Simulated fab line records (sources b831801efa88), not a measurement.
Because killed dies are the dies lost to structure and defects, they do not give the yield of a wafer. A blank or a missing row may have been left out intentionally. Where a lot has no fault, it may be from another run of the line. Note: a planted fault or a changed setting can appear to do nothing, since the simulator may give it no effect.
One fault through the eyes of 2 desks | flow sky130 | only its own numbers are on each desk; what lay behind them is given at the end

## FROM THE METROLOGY DESK
Lot by lot, what the gauges showed, no matter which tool ran the lot: averages of those sampled wafers that carry a number. If a lot's mean is further than 4 standard deviations from the usual mean, the lot is out of limits and carries the mark OUT (the distance appears in the brackets).
Columns: A = SONOS_ONO_CVD_04_THK at SKY_SONOS_ONO_THK_MEAS_05, usual 5.79 nm; B = cd-nm at SKY_SONOS_ONO_CD_MEAS_13, usual 410.0 nm; C = SONOS_ONO_OVL at SKY_SONOS_ONO_OVL_MEAS_14, usual -0.7 nm; D = GATE_OXIDE_OXIDATION_00_THK at SKY_GATE_OXIDE_THK_MEAS_02, usual 10.15 nm; E = GATE_OXIDE_OVL at SKY_GATE_OXIDE_OVL_MEAS_10, usual -0.5 nm; F = GATE_OXIDE_TW at SKY_GATE_OXIDE_TW_MEAS_14, usual 224.4; G = POLY_GATE_CVD_00_THK at SKY_POLY_GATE_THK_MEAS_01, usual 179.5 nm
lot  | first seen here | A    | B     | C    | D     | E    | F     | G
L906 | day 13 09:03    | 5.79 | 408.2 | -1.0 | 10.12 | 1.3  | 226.0 | 180.9
L915 | day 16 08:41    | 6.00 | 405.9 | 0.2  | 10.53 | -2.5 | 224.1 | 180.0
L919 | day 17 16:52    | 5.74 | 408.8 | -1.4 | 10.11 | -2.2 | 221.2 | 181.8
L920 | day 18 00:06    | 5.75 | 406.7 | 1.1  | 9.93  | -0.2 | 227.1 | 180.9
L921 | day 18 04:02    | 5.80 | 406.9 | 0.5  | 10.14 | 0.5  | 226.3 | 178.7
Result from this desk: across the 5 lots, nothing is out of limits.

## TOOL OWNER'S DESK, wet-bench-04
The tool's own readings at SKY_SONOS_ONO_WET_ETCH_16 (etches SiO2 in dHF, target depth 14 nm, time 280 s): means of the sampled wafers that have a number, for each lot that ran on this tool. If a lot's mean is further than 4 standard deviations from the usual mean, the lot is out of limits and carries the mark OUT (the distance appears in the brackets).
Columns: A = run-length-s at SKY_SONOS_ONO_WET_ETCH_16, usual 309 s
lot  | first seen here | A
L906 | day 14 10:16    | 570 (+75) OUT
L920 | day 19 06:08    | 306
This desk's finding: out of limits on L906; first on L906, day 14 10:16 (run-length-s at SKY_SONOS_ONO_WET_ETCH_16). L920: within limits.

## BROUGHT TOGETHER
At day 14 10:16, on L906, the tool owner's desk was in a position to raise an alarm.
Nothing out of limits was seen by the metrology desk.
The metrology desk holds a record of L906, inside its limits.
Of the lots named, all ran SKY_SONOS_ONO_WET_ETCH_16 on wet-bench-04.

## WHAT WAS PUT IN BY THE SIMULATOR
wet-bench-04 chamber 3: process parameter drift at SKY_SONOS_ONO_WET_ETCH_16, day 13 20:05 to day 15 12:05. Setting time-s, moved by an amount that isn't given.
Lots struck among those shown: L906.
Time in hours from fault onset to the first out-of-limits reading at each desk: the tool owner's desk, 14.
